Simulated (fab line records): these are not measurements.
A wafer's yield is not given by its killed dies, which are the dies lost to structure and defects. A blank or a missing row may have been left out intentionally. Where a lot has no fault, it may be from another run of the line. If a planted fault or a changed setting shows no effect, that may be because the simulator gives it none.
Matching of chambers ; flow sky130 ; 3 sister chambers for SKY_CONTACT_HDPCVD_02 on hdpcvd-01
The step deposits SiO2, target thk 565 nm, time 94.2 s. 6 wafers are shown with their chamber, then 7 later ones without.

== EACH WAFER AND ITS CHAMBER ==
wafer;chamber;sih4 flow sccm (sccm)
L450.5;1;60.31
L453.1;0;60.39
L453.2;2;59.81
L453.3;1;59.92
L456.3;2;59.93
L456.5;0;59.98

== WAFERS WHOSE CHAMBER IS MISSING ==
wafer;sih4 flow sccm (sccm)
L456.6;59.83
L459.1;59.94
L459.2;60.12
L459.5;59.97
L463.2;60.10
L463.4;59.77
L463.5;59.97

== WHICH CHAMBER EACH ONE RAN IN ==
wafer;from the rows above;in truth
L456.6;can't be placed: 2 or 1 or 0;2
L459.1;can't be placed: 2 or 1 or 0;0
L459.2;can't be placed: 1 or 0 or 2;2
L459.5;can't be placed: 2 or 1 or 0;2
L463.2;can't be placed: 1 or 0 or 2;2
L463.4;can't be placed: 2 or 1 or 0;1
L463.5;can't be placed: 2 or 1 or 0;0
0 of 7 placed correctly. Cannot be placed on the basis of these rows: 7; the candidates contain the true chamber in 7. Wrongly placed: 0.
How it was worked out, from the rows above alone: a wafer's distance from a chamber is the root of the sum, over the readings, of the square of ((its reading less the chamber's mean) divided by the reading's scatter). If the next closest chamber is less than 2 further off than the closest, the wafer can't be placed; otherwise it belongs to the closest. For every chamber, the mean is computed from those of its wafers that are shown. The scatter: the root of (the sum of the squares of (reading less its chamber's mean) over the shown wafers, divided by (wafers less chambers)).
